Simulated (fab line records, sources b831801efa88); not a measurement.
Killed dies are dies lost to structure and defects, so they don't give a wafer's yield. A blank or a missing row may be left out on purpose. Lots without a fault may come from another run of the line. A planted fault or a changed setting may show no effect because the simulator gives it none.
fab line records | flow sfq_line
record lots=14 wafers=42 last_day=94
route steps=325 shown L0V@23 I0@56 M2@89
lots that met no fault: from a run of the same line without faults
start_h: hours from the record's first day to the start of the lot's first wafer shown | wait_h: hours since the lot's step before | " the same as in the row above | L1.1+2: a row that stands for several wafers | - no value, or no start given | * or withheld: withheld | < > ~ a bound
route shown NAME@n: a module of which the file shows steps, and the number in the route of the first | usual: mean/standard deviation of fault-free wafers | same: alike in all rows | chamber/n: place in a boat | sites: the reading at each site | _std_site: their standard deviation | _edge_site: outer sites' mean less inner sites' | radius_mm: how far each site lies from the wafer's centre | mask NAME#n: copy n | behind: the tool/chamber that last shaped the wafer | hold: why the lot was held/for how many hours/how that ended | device: the transistor (n, p or np) that didn't switch | end of line: the same wafers' tests at the end of the route | a step without rows: its recipe alone | killed: dies lost to structure and defects at the first sort, not the wafer's yield | map: a wafer's dies, x killed, . not, _ none there
set.NAME: the setting as run; set.NAME@STEP: as run at that earlier step | model.NAME: the simulator's own value behind a step, which no gauge read
steps of the route over a sample of lots; a table a step, a row a wafer
services: from which hour (start_h, from the record's first day; less than 0 if before it) a tool's chamber was out of use, for how many hours, and why
## steps
# step SFQ_L0V_OVL_MEAS_903
# usual L0V_OVL=2/5.1
# columns lot.wafer tool chamber start_h wait_h L0V_OVL[nm]
L719.2 overlay-01 - 98.92 0.1 1
L719.5 " - " " 2
L719.6 " - " " 0
L720.3 overlay-02 - 106.13 0.1 3
L720.5 " - " " 3
L720.6 " - " " 6
L723.3 overlay-02 - 120.53 0.1 8
L723.5 " - " " 8
L723.6 " - " " 3
L725.1 overlay-02 - 132.62 0.1 10
L725.5 " - " " 7
L725.6 " - " " 7
L726.2 overlay-01 - 137.47 0.1 1
L726.3 " - " " -5
L726.4 " - " " 3
L731.1 overlay-02 - 171.02 0.1 4
L731.2 " - " " 1
L731.5 " - " " 13
L733.2 overlay-02 - 181.82 0.1 8
L733.3 " - " " 14
L733.4 " - " " 6
L734.2 overlay-02 - 191.42 0.1 -3
L734.4 " - " " 0
L734.6 " - " " 1
L735.1 overlay-01 - 209.97 0.1 1
L735.5 " - " " 2
L735.6 " - " " 0
L736.1 overlay-02 - 217.17 0.1 -7
L736.2 " - " " -10
L736.5 " - " " -1
L738.2 overlay-01 - 229.92 0.1 -2
L738.4 " - " " -1
L738.5 " - " " 1
L739.1 overlay-02 - 237.12 0.1 -5
L739.2 " - " " -8
L739.3 " - " " 2
L741.1 overlay-01 - 245.52 0.1 -4
L741.5 " - " " 0
L741.6 " - " " -3
L742.1 overlay-02 - 251.52 0.1 -2
L742.4 " - " " -8
L742.5 " - " " 0
# step SFQ_TRILAYER_L0_VIA_STRIP_STRIP_017
# recipe gas=O2 power_w=200 platen_temp_c=40 overash_fraction=0.65 chemistry=O2 pressure_mtorr=50
# usual drypump_motor_current_A=6.1/0.38 oes_product_au=0.996/0.0083
# columns lot.wafer tool chamber start_h wait_h drypump_motor_current_A oes_product_au rf_hours_counter_h
L719.2 rie_metal-01 0 99.04 - 6.5 0.999 48
L719.5 " 1 " " 6.2 0.987 -
L719.6 " 0 " " 6.5 0.995 -
L720.3 rie_metal-04 1 106.44 - 6.6 0.991 -
L720.5 " 0 " " 5.6 0.990 -
L720.6 " 1 " " 6.6 0.991 -
L723.3 rie_metal-04 0 120.84 - 5.6 1.016 -
L723.5 " 0 " " 5.6 1.014 -
L723.6 " 1 " " 6.6 1.003 -
L725.1 rie_metal-03 1 132.74 - 5.7 0.994 13
L725.5 " 0 " " 5.9 0.989 -
L725.6 " 1 " " 5.7 1.000 -
L726.2 rie_metal-01 1 137.59 - 6.2 0.990 60
L726.3 " 1 " " 6.2 0.989 -
L726.4 " 0 " " 6.5 0.975 -
L731.1 rie_metal-03 1 171.14 - 5.7 0.999 20
L731.2 " 0 " " 5.9 1.005 181
L731.5 " 1 " " 5.7 0.999 -
L733.2 rie_metal-03 1 181.94 - 5.7 1.006 22
L733.3 " 1 " " 5.7 1.000 -
L733.4 " 0 " " 5.9 0.998 -
L734.2 rie_metal-03 0 191.54 - 5.9 0.984 185
L734.4 " 1 " " 5.7 0.984 -
L734.6 " 1 " " 5.7 0.987 -
L735.1 rie_metal-04 1 210.09 - 6.6 0.995 161
L735.5 " 1 " " 6.6 1.004 -
L735.6 " 1 " " 6.6 1.004 -
L736.1 rie_metal-01 0 217.29 - 6.5 1.003 68
L736.2 " 1 " " 6.2 0.994 75
L736.5 " 0 " " 6.6 0.990 -
L738.2 rie_metal-03 1 230.04 - 5.7 1.001 30
L738.4 " 1 " " 5.7 0.993 -
L738.5 " 0 " " 5.9 0.998 -
L739.1 rie_metal-04 1 237.24 - 6.6 0.996 166
L739.2 " 0 " " 5.6 1.010 30
L739.3 " 1 " " 6.6 0.999 -
L741.1 rie_metal-01 1 245.64 - 6.2 0.995 77
L741.5 " 0 " " 6.6 0.985 -
L741.6 " 1 " " 6.2 0.985 -
L742.1 rie_metal-01 1 251.64 - 6.2 0.988 78
L742.4 " 0 " " 6.5 0.992 -
L742.5 " 1 " " 6.2 0.994 -
# step SFQ_TRILAYER_I0_VIA_STRIP_STRIP_035
# recipe gas=O2 power_w=200 platen_temp_c=40 overash_fraction=0.65 chemistry=O2 pressure_mtorr=50
# usual drypump_motor_current_A=5.8/0.61 oes_product_au=0.997/0.0076
# columns lot.wafer tool chamber start_h wait_h drypump_motor_current_A oes_product_au rf_hours_counter_h
L719.2 rie_metal-03 1 179.61 - 5.7 0.992 21
L719.5 " 1 " " 5.7 0.993 -
L719.6 " 0 " " 5.9 1.006 -
L720.3 rie_metal-01 0 189.41 - 6.6 0.996 -
L720.5 " 0 " " 6.5 1.001 -
L720.6 " 1 " " 6.2 1.014 -
L723.3 rie_metal-02 0 213.96 - 4.6 0.995 -
L723.5 " 1 " " 5.3 0.999 -
L723.6 " 0 " " 4.6 0.991 -
L725.1 rie_metal-03 0 228.91 - 5.9 0.999 190
L725.5 " 0 " " 5.9 1.000 -
L725.6 " 1 " " 5.7 0.994 -
L726.2 rie_metal-03 0 232.51 - 5.9 1.011 191
L726.3 " 1 " " 5.7 1.003 -
L726.4 " 0 " " 5.9 0.994 -
L731.1 rie_metal-01 1 278.11 - 6.2 0.995 83
L731.2 " 0 " " 6.5 0.986 77
L731.5 " 1 " " 6.2 1.005 -
L733.2 rie_metal-03 0 290.11 - 5.9 0.993 4
L733.3 " 0 " " 5.9 0.992 -
L733.4 " 1 " " 5.7 0.991 -
L734.2 rie_metal-03 1 304.61 - 5.7 0.986 46
L734.4 " 0 " " 5.9 0.990 -
L734.6 " 0 " " 5.9 0.994 -
L735.1 rie_metal-01 1 314.41 - 6.2 1.010 90
L735.5 " 0 " " 6.6 0.991 -
L735.6 " 1 " " 6.2 1.014 -
L736.1 rie_metal-02 1 320.41 - 5.3 1.001 74
L736.2 " 0 " " 4.6 1.009 106
L736.5 " 0 " " 4.6 0.998 -
L738.2 rie_metal-01 0 336.01 - 6.5 0.993 88
L738.4 " 1 " " 6.1 1.013 -
L738.5 " 1 " " 6.2 1.007 -
L739.1 rie_metal-01 1 343.21 - 6.2 1.005 96
L739.2 " 0 " " 6.5 0.989 90
L739.3 " 0 " " 6.5 0.982 -
L741.1 rie_metal-01 0 359.59 - 6.5 0.984 92
L741.5 " 0 " " 6.5 0.986 -
L741.6 " 1 " " 6.2 0.988 -
L742.1 rie_metal-02 1 363.19 - 5.3 1.005 81
L742.4 " 0 " " 4.6 1.018 -
L742.5 " 1 " " 5.3 1.009 -
# step SFQ_TRILAYER_M2_DEP_SPUTTER_055
# recipe material=Nb base_pressure_pa=1.33e-06 chamber_pressure_pa=0.1333 substrate_temp_c=20 resputter_cathode_voltage_v=400 target_thk_nm=200 power_w=2000 time_s=133.3
# usual base_pressure_pa=1.34e-06/8.3e-08 cathode_dc_power_W=2000.0/0.36 throttle_valve_pct=29.9/0.74
# columns lot.wafer tool chamber start_h wait_h base_pressure_pa cathode_dc_power_W throttle_valve_pct
L719.2 pvd_sputter-06 - 323.05 0.0 1.35e-06 1999.7 28.8
L719.5 " - " " 1.44e-06 2000.4 29.6
L719.6 " - " " 1.27e-06 1999.7 29.5
L720.3 pvd_sputter-03 - 333.85 0.0 1.34e-06 1999.6 30.0
L720.5 " - " " 1.28e-06 1999.7 29.6
L720.6 " - " " 1.25e-06 2000.6 30.0
L723.3 pvd_sputter-05 - 353.15 0.0 1.29e-06 2000.1 29.4
L723.5 " - " " 1.32e-06 2000.0 30.2
L723.6 " - " " 1.35e-06 2000.0 30.1
L725.1 pvd_sputter-06 - 375.95 0.0 1.34e-06 2000.4 29.1
L725.5 " - " " 1.35e-06 2000.4 29.3
L725.6 " - " " 1.32e-06 2000.3 29.7
L726.2 pvd_sputter-05 - 378.35 0.0 1.26e-06 2000.0 30.2
L726.3 " - " " 1.55e-06 2000.1 30.4
L726.4 " - " " 1.37e-06 2000.0 29.3
L731.1 pvd_sputter-03 - 434.71 0.0 1.43e-06 1999.9 29.9
L731.2 " - " " 1.24e-06 2000.3 29.7
L731.5 " - " " 1.31e-06 2000.8 29.3
L733.2 pvd_sputter-06 - 451.31 0.0 - - -
L733.3 " - " " - - -
L733.4 " - " " - - -
L734.2 pvd_sputter-05 - 467.66 0.0 - - -
L734.4 " - " " - - -
L734.6 " - " " - - -
L735.1 pvd_sputter-03 - 481.20 0.0 1.3e-06 2000.3 29.5
L735.5 " - " " 1.27e-06 1999.3 30.0
L735.6 " - " " 1.17e-06 2000.0 29.7
L736.1 pvd_sputter-05 - 492.00 0.0 1.42e-06 2000.1 31.5
L736.2 " - " " 1.28e-06 2000.3 30.5
L736.5 " - " " 1.37e-06 1999.6 29.4
L738.2 pvd_sputter-03 - 509.69 0.0 1.31e-06 2001.0 29.3
L738.4 " - " " 1.52e-06 2000.0 30.1
L738.5 " - " " 1.45e-06 1999.5 29.4
L739.1 pvd_sputter-06 - 516.08 0.0 1.24e-06 1999.6 29.2
L739.2 " - " " 1.41e-06 2000.3 28.9
L739.3 " - " " 1.59e-06 1999.4 29.4
L741.1 pvd_sputter-05 - 540.10 0.0 1.37e-06 2000.2 29.4
L741.5 " - " " 1.43e-06 2000.5 30.3
L741.6 " - " " 1.4e-06 1999.9 31.8
L742.1 pvd_sputter-05 - 547.30 0.0 1.28e-06 2000.6 30.7
L742.4 " - " " 1.38e-06 1999.6 31.9
L742.5 " - " " 1.47e-06 2001.2 30.2
# step SFQ_M2_RS_MEAS_914
# recipe thk_meas_gauge=four-point-probe reads=Nb_of_TRILAYER_M2_DEP_SPUTTER_055
# usual M2_NB_RS=0.892/0.01
# columns lot.wafer tool chamber start_h wait_h M2_NB_RS[ohm/sq]
L719.2 film_metro-04 - 323.16 0.1 0.897
L719.5 " - " " 0.898
L719.6 " - " " 0.899
L720.3 film_metro-03 - 333.98 0.1 0.897
L720.5 " - " " 0.884
L720.6 " - " " 0.890
L723.3 film_metro-02 - 353.28 0.1 0.892
L723.5 " - " " 0.891
L723.6 " - " " 0.898
L725.1 film_metro-04 - 376.04 0.0 0.888
L725.5 " - " " 0.889
L725.6 " - " " 0.886
L726.2 film_metro-03 - 378.46 0.1 0.896
L726.3 " - " " 0.891
L726.4 " - " " 0.905
L731.1 film_metro-02 - 434.80 0.0 0.887
L731.2 " - " " 0.888
L731.5 " - " " 0.883
L733.2 film_metro-04 - 451.42 0.1 -
L733.3 " - " " -
L733.4 " - " " -
L734.2 film_metro-03 - 467.77 0.1 -
L734.4 " - " " -
L734.6 " - " " -
L735.1 film_metro-02 - 481.29 0.0 0.883
L735.5 " - " " 0.886
L735.6 " - " " 0.883
L736.1 film_metro-02 - 492.09 0.0 0.898
L736.2 " - " " 0.884
L736.5 " - " " 0.907
L738.2 film_metro-02 - 509.80 0.1 0.872
L738.4 " - " " 0.877
L738.5 " - " " 0.867
L739.1 film_metro-04 - 516.17 0.0 0.903
L739.2 " - " " 0.895
L739.3 " - " " 0.885
L741.1 film_metro-03 - 540.19 0.0 0.893
L741.5 " - " " 0.869
L741.6 " - " " 0.878
L742.1 film_metro-04 - 547.39 0.0 0.879
L742.4 " - " " 0.883
L742.5 " - " " 0.894
# step SFQ_TRILAYER_M2_ETCH_METAL_ETCH_060
# recipe target=Nb stop_on=SiO2 mask_material=PR chemistry=Cl2/Ar target_depth_nm=240 icp_w=600 bias_w=80 pressure_mtorr=10 time_s=120
# usual drypump_motor_current_A=5.7/0.5 oes_product_au=0.894/0.0067
# columns lot.wafer tool chamber start_h wait_h drypump_motor_current_A oes_product_au rf_hours_counter_h
L719.2 rie_metal-04 1 421.81 0.0 6.6 0.889 2
L719.5 " 0 " " 5.6 0.884 -
L719.6 " 1 " " 6.6 0.890 -
L720.3 rie_metal-02 1 431.45 0.1 5.3 0.888 -
L720.5 " 0 " " 4.6 0.890 -
L720.6 " 1 " " 5.3 0.896 -
L723.3 rie_metal-03 1 457.65 0.1 5.7 0.890 -
L723.5 " 1 " " 5.7 0.886 -
L723.6 " 0 " " 5.9 0.891 -
L725.1 rie_metal-03 0 481.51 0.0 5.8 0.896 37
L725.5 " 1 " " 5.7 0.900 -
L725.6 " 0 " " 5.9 0.900 -
L726.2 rie_metal-02 0 486.31 0.0 4.6 0.896 137
L726.3 " 1 " " 5.2 0.894 -
L726.4 " 0 " " 4.6 0.893 -
L731.1 rie_metal-03 1 550.01 0.0 5.7 0.898 88
L731.2 " 0 " " 6.0 0.900 49
L731.5 " 1 " " 5.7 0.903 -
L733.2 rie_metal-04 0 562.01 0.0 5.6 0.379 99
L733.3 " 0 " " 5.6 0.374 -
L733.4 " 1 " " 6.6 0.374 -
L734.2 rie_metal-03 1 576.41 0.0 5.7 0.373 90
L734.4 " 1 " " 5.7 0.370 -
L734.6 " 0 " " 5.9 0.377 -
L735.1 rie_metal-04 1 592.01 0.0 6.6 0.901 31
L735.5 " 1 " " 6.6 0.898 -
L735.6 " 0 " " 5.6 0.896 -
L736.1 rie_metal-04 1 600.41 0.0 6.6 0.888 32
L736.2 " 0 " " 5.6 0.905 106
L736.5 " 1 " " 6.6 0.890 -
L738.2 rie_metal-03 1 617.48 0.0 5.7 0.901 98
L738.4 " 1 " " 5.7 0.899 -
L738.5 " 0 " " 5.9 0.909 -
L739.1 rie_metal-03 0 622.28 0.0 5.9 0.891 60
L739.2 " 1 " " 5.7 0.883 99
L739.3 " 0 " " 5.9 0.893 -
L741.1 rie_metal-03 0 644.22 0.0 5.9 0.892 64
L741.5 " 1 " " 5.7 0.902 -
L741.6 " 0 " " 5.9 0.894 -
L742.1 rie_metal-03 0 685.58 0.0 5.9 0.901 69
L742.4 " 0 " " 5.9 0.904 -
L742.5 " 0 " " 5.9 0.891 -
## services
# columns tool chamber start_h hours kind
rie_metal-03 - 102.54 0.8 repair
rie_metal-02 1 114.82 10.3 repair
rie_metal-01 - 149.82 0.7 repair
pvd_sputter-05 - 151.47 0.9 repair
rie_metal-04 0 204.06 15.5 repair
rie_metal-01 - 223.73 14.6 pm
rie_metal-03 0 247.44 - clean
rie_metal-03 0 247.44 16.0 scheduled_down
rie_metal-03 0 265.87 2.5 repair
rie_metal-04 - 354.14 0.6 repair
rie_metal-02 1 386.16 1.8 repair
pvd_sputter-06 - 399.00 1.1 repair
rie_metal-04 1 412.99 4.2 repair
pvd_sputter-06 - 418.09 0.7 repair
rie_metal-01 - 439.05 1.4 pm
rie_metal-01 - 488.70 2.8 repair
rie_metal-04 1 496.25 18.4 repair
rie_metal-03 - 507.09 1.4 pm
pvd_sputter-06 - 520.07 0.9 repair
rie_metal-04 - 532.80 2.8 pm
rie_metal-04 - 553.75 1.4 pm
rie_metal-03 - 561.09 14.6 pm
rie_metal-04 1 587.62 3.4 repair
pvd_sputter-06 - 675.33 12.6 repair
## key
first_sign step=SFQ_TRILAYER_M2_DEP_SPUTTER_055 reading=tool_record direction=missing
effect step=SFQ_M2_RS_MEAS_914 reading=M2_NB_RS direction=missing
effect step=SFQ_TRILAYER_M2_ETCH_METAL_ETCH_060 reading=oes_product_au direction=down sigmas=78 usual=0.894 struck=0.375
met_at SFQ_TRILAYER_M2_DEP_SPUTTER_055
struck_lots L733,L734
not_acting_at SFQ_L0V_OVL_MEAS_903,SFQ_TRILAYER_L0_VIA_STRIP_STRIP_017,SFQ_TRILAYER_I0_VIA_STRIP_STRIP_035
onset_between 378.35 451.31
fault kind=skipped_step_whole tool=pvd_sputter-05,pvd_sputter-06 chamber=- onset_h=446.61 steps=SFQ_TRILAYER_M2_DEP_SPUTTER_055 scope=struck_lots_only
